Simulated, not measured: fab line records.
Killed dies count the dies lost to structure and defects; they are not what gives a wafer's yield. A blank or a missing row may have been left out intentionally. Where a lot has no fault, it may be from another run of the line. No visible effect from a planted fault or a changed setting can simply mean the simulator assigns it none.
Which tool is to blame? || flow sky130 || Sampling: 13 lots, 39 wafers, 6 of 708 route steps

== WHAT THE GAUGES SHOWED, per wafer ==
SKY_VT_ADJUST_HVTP_OVL_MEAS_08.
{"lot": "L448", "measured": "day 5 21:40", "on": "overlay-01", "VT_ADJUST_HVTP_OVL (nm)": "0.4 -1.2 -1.0"}
{"lot": "L449", "measured": "day 6 10:23", "on": "overlay-01", "VT_ADJUST_HVTP_OVL (nm)": "-1.7 -1.2 -2.4"}
{"lot": "L451", "measured": "day 7 10:46", "on": "overlay-02", "VT_ADJUST_HVTP_OVL (nm)": "-0.1 0.6 -0.1"}
{"lot": "L452", "measured": "day 8 00:22", "on": "overlay-02", "VT_ADJUST_HVTP_OVL (nm)": "-0.9 -1.0 -0.5"}
{"lot": "L454", "measured": "day 8 03:52", "on": "overlay-02", "VT_ADJUST_HVTP_OVL (nm)": "2.2 3.1 2.0"}
{"lot": "L455", "measured": "day 8 04:10", "on": "overlay-02", "VT_ADJUST_HVTP_OVL (nm)": "1.4 0.7 1.3"}
{"lot": "L456", "measured": "day 8 07:46", "on": "overlay-01", "VT_ADJUST_HVTP_OVL (nm)": "-2.7 -2.0 -3.6"}
{"lot": "L460", "measured": "day 9 08:37", "on": "overlay-01", "VT_ADJUST_HVTP_OVL (nm)": "1.6 -0.3 0.6"}
{"lot": "L466", "measured": "day 11 11:49", "on": "overlay-02", "VT_ADJUST_HVTP_OVL (nm)": "-0.7 -1.3 -0.8"}
{"lot": "L467", "measured": "day 11 18:52", "on": "overlay-01", "VT_ADJUST_HVTP_OVL (nm)": "1.0 -1.1 -0.8"}
{"lot": "L468", "measured": "day 11 20:52", "on": "overlay-02", "VT_ADJUST_HVTP_OVL (nm)": "1.3 -0.9 -2.0"}
{"lot": "L469", "measured": "day 11 21:10", "on": "overlay-02", "VT_ADJUST_HVTP_OVL (nm)": "0.6 -0.9 0.0"}
{"lot": "L470", "measured": "day 11 23:34", "on": "overlay-01", "VT_ADJUST_HVTP_OVL (nm)": "-0.8 -0.7 -1.6"}

SKY_VT_ADJUST_LVTN_TW_MEAS_10.
{"lot": "L448", "measured": "day 6 16:52", "on": "filmMetro-04", "VT_ADJUST_LVTN_TW": "246.3 245.9 244.6"}
{"lot": "L449", "measured": "day 7 04:59", "on": "filmMetro-01", "VT_ADJUST_LVTN_TW": "242.4 242.3 242.5"}
{"lot": "L451", "measured": "day 8 06:52", "on": "filmMetro-04", "VT_ADJUST_LVTN_TW": "243.1 244.1 245.5"}
{"lot": "L452", "measured": "day 8 21:44", "on": "filmMetro-04", "VT_ADJUST_LVTN_TW": "244.3 244.6 244.4"}
{"lot": "L454", "measured": "day 9 01:10", "on": "filmMetro-01", "VT_ADJUST_LVTN_TW": "242.1 243.1 243.9"}
{"lot": "L455", "measured": "day 9 01:47", "on": "filmMetro-01", "VT_ADJUST_LVTN_TW": "242.6 243.8 242.5"}
{"lot": "L456", "measured": "day 9 05:20", "on": "filmMetro-04", "VT_ADJUST_LVTN_TW": "30.4 30.3 30.4"}
{"lot": "L460", "measured": "day 10 06:29", "on": "filmMetro-04", "VT_ADJUST_LVTN_TW": "244.8 244.6 246.2"}
{"lot": "L466", "measured": "day 12 12:56", "on": "filmMetro-01", "VT_ADJUST_LVTN_TW": "243.8 244.8 245.2"}
{"lot": "L467", "measured": "day 12 20:05", "on": "filmMetro-01", "VT_ADJUST_LVTN_TW": "243.9 244.6 243.9"}
{"lot": "L468", "measured": "day 12 21:49", "on": "filmMetro-01", "VT_ADJUST_LVTN_TW": "244.9 244.3 245.0"}
{"lot": "L469", "measured": "day 12 21:58", "on": "filmMetro-02", "VT_ADJUST_LVTN_TW": "239.8 241.8 241.6"}
{"lot": "L470", "measured": "day 13 00:14", "on": "filmMetro-04", "VT_ADJUST_LVTN_TW": "245.2 243.1 244.4"}

SKY_SD_P_CD_MEAS_07: the cd target is 380 nm.
{"lot": "L448", "measured": "day 24 23:05", "on": "cdSem-02", "cdNm (nm)": "379.4 378.7 378.0"}
{"lot": "L449", "measured": "day 26 07:02", "on": "cdSem-01", "cdNm (nm)": "381.8 381.7 380.0"}
{"lot": "L451", "measured": "day 27 10:33", "on": "cdSem-02", "cdNm (nm)": "378.1 377.8 378.0"}
{"lot": "L452", "measured": "day 28 06:59", "on": "cdSem-01", "cdNm (nm)": "386.2 380.8 382.7"}
{"lot": "L454", "measured": "day 28 09:47", "on": "cdSem-01", "cdNm (nm)": "379.2 379.7 379.9"}
{"lot": "L455", "measured": "day 28 09:02", "on": "cdSem-02", "cdNm (nm)": "378.3 376.8 379.3"}
{"lot": "L456", "measured": "day 28 13:37", "on": "cdSem-01", "cdNm (nm)": "381.1 380.9 381.7"}
{"lot": "L460", "measured": "day 29 19:15", "on": "cdSem-01", "cdNm (nm)": "382.0 381.8 380.6"}
{"lot": "L466", "measured": "day 32 05:11", "on": "cdSem-01", "cdNm (nm)": "377.7 379.3 377.6"}
{"lot": "L467", "measured": "day 32 14:15", "on": "cdSem-01", "cdNm (nm)": "381.6 380.4 380.2"}
{"lot": "L468", "measured": "day 32 19:12", "on": "cdSem-02", "cdNm (nm)": "375.5 377.8 379.9"}
{"lot": "L469", "measured": "day 32 18:18", "on": "cdSem-01", "cdNm (nm)": "378.4 376.7 378.5"}
{"lot": "L470", "measured": "day 32 20:40", "on": "cdSem-01", "cdNm (nm)": "379.1 379.3 379.1"}

== EACH LOT AND THE TOOL THAT RAN IT (in order: tool; ch and the chambers of the sampled wafers; start) ==
{"lot": "L448", "SKY_VT_ADJUST_HVTP_STRIP_10": "plasmaAsher-04 ch 0,1, day 5 21:51", "SKY_VT_ADJUST_LVTN_STRIP_09": "plasmaAsher-03 ch 0, day 6 16:46", "SKY_LDD_HVP_STRIP_09": "plasmaAsher-01 ch 0,1, day 21 03:14"}
{"lot": "L449", "SKY_VT_ADJUST_HVTP_STRIP_10": "plasmaAsher-01 ch 0,1, day 6 10:35", "SKY_VT_ADJUST_LVTN_STRIP_09": "plasmaAsher-02 ch 0,1, day 7 04:54", "SKY_LDD_HVP_STRIP_09": "plasmaAsher-03 ch 0,1, day 21 19:51"}
{"lot": "L451", "SKY_VT_ADJUST_HVTP_STRIP_10": "plasmaAsher-01 ch 1, day 7 10:57", "SKY_VT_ADJUST_LVTN_STRIP_09": "plasmaAsher-03 ch 0,1, day 8 06:46", "SKY_LDD_HVP_STRIP_09": "plasmaAsher-03 ch 0,1, day 23 15:34"}
{"lot": "L452", "SKY_VT_ADJUST_HVTP_STRIP_10": "plasmaAsher-01 ch 0,1, day 8 00:35", "SKY_VT_ADJUST_LVTN_STRIP_09": "plasmaAsher-01 ch 0,1, day 8 21:39", "SKY_LDD_HVP_STRIP_09": "plasmaAsher-04 ch 0,1, day 24 11:34"}
{"lot": "L454", "SKY_VT_ADJUST_HVTP_STRIP_10": "plasmaAsher-04 ch 0,1, day 8 04:02", "SKY_VT_ADJUST_LVTN_STRIP_09": "plasmaAsher-02 ch 0,1, day 9 01:04", "SKY_LDD_HVP_STRIP_09": "plasmaAsher-01 ch 0,1, day 24 15:13"}
{"lot": "L455", "SKY_VT_ADJUST_HVTP_STRIP_10": "plasmaAsher-04 ch 0,1, day 8 04:20", "SKY_VT_ADJUST_LVTN_STRIP_09": "plasmaAsher-02 ch 0,1, day 9 01:41", "SKY_LDD_HVP_STRIP_09": "plasmaAsher-01 ch 0, day 24 13:14"}
{"lot": "L456", "SKY_VT_ADJUST_HVTP_STRIP_10": "plasmaAsher-04 ch 0,1, day 8 07:57", "SKY_VT_ADJUST_LVTN_STRIP_09": "plasmaAsher-03 ch 0,1, day 9 05:13", "SKY_LDD_HVP_STRIP_09": "plasmaAsher-03 ch 0,1, day 24 21:07"}
{"lot": "L460", "SKY_VT_ADJUST_HVTP_STRIP_10": "plasmaAsher-03 ch 0,1, day 9 08:48", "SKY_VT_ADJUST_LVTN_STRIP_09": "plasmaAsher-01 ch 0, day 10 06:22", "SKY_LDD_HVP_STRIP_09": "plasmaAsher-04 ch 0, day 26 04:25"}
{"lot": "L466", "SKY_VT_ADJUST_HVTP_STRIP_10": "plasmaAsher-01 ch 0,1, day 11 12:02", "SKY_VT_ADJUST_LVTN_STRIP_09": "plasmaAsher-01 ch 0,1, day 12 12:51", "SKY_LDD_HVP_STRIP_09": "plasmaAsher-01 ch 0,1, day 28 16:13"}
{"lot": "L467", "SKY_VT_ADJUST_HVTP_STRIP_10": "plasmaAsher-01 ch 0, day 11 19:03", "SKY_VT_ADJUST_LVTN_STRIP_09": "plasmaAsher-01 ch 0,1, day 12 19:59", "SKY_LDD_HVP_STRIP_09": "plasmaAsher-03 ch 0,1, day 29 02:37"}
{"lot": "L468", "SKY_VT_ADJUST_HVTP_STRIP_10": "plasmaAsher-04 ch 0,1, day 11 21:05", "SKY_VT_ADJUST_LVTN_STRIP_09": "plasmaAsher-01 ch 1, day 12 21:43", "SKY_LDD_HVP_STRIP_09": "plasmaAsher-03 ch 1, day 29 05:10"}
{"lot": "L469", "SKY_VT_ADJUST_HVTP_STRIP_10": "plasmaAsher-01 ch 1, day 11 21:21", "SKY_VT_ADJUST_LVTN_STRIP_09": "plasmaAsher-03 ch 0,1, day 12 21:52", "SKY_LDD_HVP_STRIP_09": "plasmaAsher-03 ch 0,1, day 29 04:13"}
{"lot": "L470", "SKY_VT_ADJUST_HVTP_STRIP_10": "plasmaAsher-01 ch 0,1, day 11 23:47", "SKY_VT_ADJUST_LVTN_STRIP_09": "plasmaAsher-03 ch 0,1, day 13 00:09", "SKY_LDD_HVP_STRIP_09": "plasmaAsher-01 ch 0,1, day 29 08:24"}
- SKY_VT_ADJUST_HVTP_STRIP_10: strips in O2/N2.
- SKY_VT_ADJUST_LVTN_STRIP_09: strips in O2/N2.
- SKY_LDD_HVP_STRIP_09: strips in O2/N2.

== WHAT THE TOOLS THEMSELVES READ (means of the sampled wafers that have a number; where no wafer has one, the mark that the record gives instead) ==
SKY_VT_ADJUST_HVTP_STRIP_10.
{"lot": "L448", "tool": "plasmaAsher-04", "chamberPressureMTorr (mTorr)": 1500.5, "drypumpMotorCurrentA (A)": 5.4, "oesProductAu (a.u.)": 0.718, "stripTimeToEndpointS (s)": 14.16}
{"lot": "L449", "tool": "plasmaAsher-01", "chamberPressureMTorr (mTorr)": 1500.6, "drypumpMotorCurrentA (A)": 5.7, "oesProductAu (a.u.)": 0.713, "stripTimeToEndpointS (s)": 14.17}
{"lot": "L451", "tool": "plasmaAsher-01", "chamberPressureMTorr (mTorr)": 1501.4, "drypumpMotorCurrentA (A)": 5.9, "oesProductAu (a.u.)": 0.719, "stripTimeToEndpointS (s)": 14.09}
{"lot": "L452", "tool": "plasmaAsher-01", "chamberPressureMTorr (mTorr)": 1499.9, "drypumpMotorCurrentA (A)": 5.8, "oesProductAu (a.u.)": 0.715, "stripTimeToEndpointS (s)": 14.15}
{"lot": "L454", "tool": "plasmaAsher-04", "chamberPressureMTorr (mTorr)": 1498.6, "drypumpMotorCurrentA (A)": 5.3, "oesProductAu (a.u.)": 0.714, "stripTimeToEndpointS (s)": 14.18}
{"lot": "L455", "tool": "plasmaAsher-04", "chamberPressureMTorr (mTorr)": 1499.1, "drypumpMotorCurrentA (A)": 5.8, "oesProductAu (a.u.)": 0.721, "stripTimeToEndpointS (s)": 14.19}
{"lot": "L456", "tool": "plasmaAsher-04", "chamberPressureMTorr (mTorr)": 1505.6, "drypumpMotorCurrentA (A)": 5.8, "oesProductAu (a.u.)": 0.902, "stripTimeToEndpointS (s)": "-"}
{"lot": "L460", "tool": "plasmaAsher-03", "chamberPressureMTorr (mTorr)": 1498.7, "drypumpMotorCurrentA (A)": 6.1, "oesProductAu (a.u.)": 0.718, "stripTimeToEndpointS (s)": 14.17}
{"lot": "L466", "tool": "plasmaAsher-01", "chamberPressureMTorr (mTorr)": 1500.3, "drypumpMotorCurrentA (A)": 5.8, "oesProductAu (a.u.)": 0.716, "stripTimeToEndpointS (s)": 14.16}
{"lot": "L467", "tool": "plasmaAsher-01", "chamberPressureMTorr (mTorr)": 1500.5, "drypumpMotorCurrentA (A)": 5.6, "oesProductAu (a.u.)": 0.716, "stripTimeToEndpointS (s)": 14.16}
{"lot": "L468", "tool": "plasmaAsher-04", "chamberPressureMTorr (mTorr)": 1499.7, "drypumpMotorCurrentA (A)": 5.8, "oesProductAu (a.u.)": 0.712, "stripTimeToEndpointS (s)": 14.20}
{"lot": "L469", "tool": "plasmaAsher-01", "chamberPressureMTorr (mTorr)": 1500.0, "drypumpMotorCurrentA (A)": 5.9, "oesProductAu (a.u.)": 0.715, "stripTimeToEndpointS (s)": 14.25}
{"lot": "L470", "tool": "plasmaAsher-01", "chamberPressureMTorr (mTorr)": 1501.2, "drypumpMotorCurrentA (A)": 5.7, "oesProductAu (a.u.)": 0.716, "stripTimeToEndpointS (s)": 14.18}

SKY_VT_ADJUST_LVTN_STRIP_09.
{"lot": "L448", "tool": "plasmaAsher-03", "chamberPressureMTorr (mTorr)": 1500.5, "drypumpMotorCurrentA (A)": 6.21, "oesProductAu (a.u.)": 0.718, "stripTimeToEndpointS (s)": 36.87}
{"lot": "L449", "tool": "plasmaAsher-02", "chamberPressureMTorr (mTorr)": 1498.0, "drypumpMotorCurrentA (A)": 5.40, "oesProductAu (a.u.)": 0.722, "stripTimeToEndpointS (s)": 36.79}
{"lot": "L451", "tool": "plasmaAsher-03", "chamberPressureMTorr (mTorr)": 1500.4, "drypumpMotorCurrentA (A)": 5.95, "oesProductAu (a.u.)": 0.720, "stripTimeToEndpointS (s)": 36.99}
{"lot": "L452", "tool": "plasmaAsher-01", "chamberPressureMTorr (mTorr)": 1499.5, "drypumpMotorCurrentA (A)": 5.77, "oesProductAu (a.u.)": 0.720, "stripTimeToEndpointS (s)": 36.88}
{"lot": "L454", "tool": "plasmaAsher-02", "chamberPressureMTorr (mTorr)": 1499.4, "drypumpMotorCurrentA (A)": 5.38, "oesProductAu (a.u.)": 0.722, "stripTimeToEndpointS (s)": 36.92}
{"lot": "L455", "tool": "plasmaAsher-02", "chamberPressureMTorr (mTorr)": 1500.9, "drypumpMotorCurrentA (A)": 5.37, "oesProductAu (a.u.)": 0.721, "stripTimeToEndpointS (s)": 36.95}
{"lot": "L456", "tool": "plasmaAsher-03", "chamberPressureMTorr (mTorr)": 1502.0, "drypumpMotorCurrentA (A)": 6.06, "oesProductAu (a.u.)": 0.722, "stripTimeToEndpointS (s)": 49.92}
{"lot": "L460", "tool": "plasmaAsher-01", "chamberPressureMTorr (mTorr)": 1500.0, "drypumpMotorCurrentA (A)": 5.61, "oesProductAu (a.u.)": 0.719, "stripTimeToEndpointS (s)": 36.95}
{"lot": "L466", "tool": "plasmaAsher-01", "chamberPressureMTorr (mTorr)": 1501.2, "drypumpMotorCurrentA (A)": 5.70, "oesProductAu (a.u.)": 0.725, "stripTimeToEndpointS (s)": 36.99}
{"lot": "L467", "tool": "plasmaAsher-01", "chamberPressureMTorr (mTorr)": 1500.2, "drypumpMotorCurrentA (A)": 5.69, "oesProductAu (a.u.)": 0.724, "stripTimeToEndpointS (s)": 37.11}
{"lot": "L468", "tool": "plasmaAsher-01", "chamberPressureMTorr (mTorr)": 1499.6, "drypumpMotorCurrentA (A)": 5.86, "oesProductAu (a.u.)": 0.721, "stripTimeToEndpointS (s)": 36.99}
{"lot": "L469", "tool": "plasmaAsher-03", "chamberPressureMTorr (mTorr)": 1500.4, "drypumpMotorCurrentA (A)": 6.07, "oesProductAu (a.u.)": 0.724, "stripTimeToEndpointS (s)": 36.82}
{"lot": "L470", "tool": "plasmaAsher-03", "chamberPressureMTorr (mTorr)": 1498.5, "drypumpMotorCurrentA (A)": 6.07, "oesProductAu (a.u.)": 0.724, "stripTimeToEndpointS (s)": 37.09}

SKY_LDD_HVP_STRIP_09.
{"lot": "L448", "tool": "plasmaAsher-01", "chamberPressureMTorr (mTorr)": 1500.4, "drypumpMotorCurrentA (A)": 5.8, "oesProductAu (a.u.)": 0.410, "stripTimeToEndpointS (s)": 4.135}
{"lot": "L449", "tool": "plasmaAsher-03", "chamberPressureMTorr (mTorr)": 1500.2, "drypumpMotorCurrentA (A)": 6.1, "oesProductAu (a.u.)": 0.409, "stripTimeToEndpointS (s)": 4.147}
{"lot": "L451", "tool": "plasmaAsher-03", "chamberPressureMTorr (mTorr)": 1499.2, "drypumpMotorCurrentA (A)": 6.1, "oesProductAu (a.u.)": 0.409, "stripTimeToEndpointS (s)": 4.143}
{"lot": "L452", "tool": "plasmaAsher-04", "chamberPressureMTorr (mTorr)": 1501.0, "drypumpMotorCurrentA (A)": 5.3, "oesProductAu (a.u.)": 0.407, "stripTimeToEndpointS (s)": 4.120}
{"lot": "L454", "tool": "plasmaAsher-01", "chamberPressureMTorr (mTorr)": 1499.3, "drypumpMotorCurrentA (A)": 5.7, "oesProductAu (a.u.)": 0.408, "stripTimeToEndpointS (s)": 4.154}
{"lot": "L455", "tool": "plasmaAsher-01", "chamberPressureMTorr (mTorr)": 1501.0, "drypumpMotorCurrentA (A)": 5.6, "oesProductAu (a.u.)": 0.412, "stripTimeToEndpointS (s)": 4.134}
{"lot": "L456", "tool": "plasmaAsher-03", "chamberPressureMTorr (mTorr)": 1501.5, "drypumpMotorCurrentA (A)": 6.1, "oesProductAu (a.u.)": 0.404, "stripTimeToEndpointS (s)": 4.117}
{"lot": "L460", "tool": "plasmaAsher-04", "chamberPressureMTorr (mTorr)": 1500.0, "drypumpMotorCurrentA (A)": 6.3, "oesProductAu (a.u.)": 0.412, "stripTimeToEndpointS (s)": 4.123}
{"lot": "L466", "tool": "plasmaAsher-01", "chamberPressureMTorr (mTorr)": 1499.4, "drypumpMotorCurrentA (A)": 5.7, "oesProductAu (a.u.)": 0.406, "stripTimeToEndpointS (s)": 4.148}
{"lot": "L467", "tool": "plasmaAsher-03", "chamberPressureMTorr (mTorr)": 1501.3, "drypumpMotorCurrentA (A)": 5.9, "oesProductAu (a.u.)": 0.409, "stripTimeToEndpointS (s)": 4.161}
{"lot": "L468", "tool": "plasmaAsher-03", "chamberPressureMTorr (mTorr)": 1500.8, "drypumpMotorCurrentA (A)": 5.8, "oesProductAu (a.u.)": 0.408, "stripTimeToEndpointS (s)": 4.133}
{"lot": "L469", "tool": "plasmaAsher-03", "chamberPressureMTorr (mTorr)": 1501.0, "drypumpMotorCurrentA (A)": 6.1, "oesProductAu (a.u.)": 0.407, "stripTimeToEndpointS (s)": 4.138}
{"lot": "L470", "tool": "plasmaAsher-01", "chamberPressureMTorr (mTorr)": 1500.2, "drypumpMotorCurrentA (A)": 5.8, "oesProductAu (a.u.)": 0.407, "stripTimeToEndpointS (s)": 4.126}

== THE ANSWER, worked out from the rows above alone ==
Rule: usual is defined by the lots themselves. Put in order of their means at a reading, lots are off if they are a third of the lots or fewer, leave a main group of 4 or more, and stand apart from it by a gap of 3 or more times the standard deviation of the main group's means; of several such gaps the widest counts. A main group is skipped when, at the precision printed for the reading in the tables above, its means are all equal. Also off: a lot with no number at a reading for which 4 or more lots have one. Where the step has rows for the other lots, those lots are counted as sound. Order of review: gauges by route order, followed by the tools' own readings, for which a lot's mean as printed above is used. At the first step where some lot is off, the reading lying furthest off is the one used; lots without a number count as furthest.
Off: L456, at SKY_VT_ADJUST_LVTN_TW_MEAS_10 (VT_ADJUST_LVTN_TW). Main group: mean 243.9, sd 1.2.
If a tool, at a process step before that reading, ran all the lots that are off and no sound lot after the first of them, it fits. The gauges at SKY_VT_ADJUST_LVTN_TW_MEAS_10 aren't tried: what is off there is off at SKY_VT_ADJUST_HVTP_STRIP_10 too, on other tools, and a gauge's error can't cause that. Of those tried, none fits.

== WHAT HAD BEEN PUT IN BY THE SIMULATOR ==
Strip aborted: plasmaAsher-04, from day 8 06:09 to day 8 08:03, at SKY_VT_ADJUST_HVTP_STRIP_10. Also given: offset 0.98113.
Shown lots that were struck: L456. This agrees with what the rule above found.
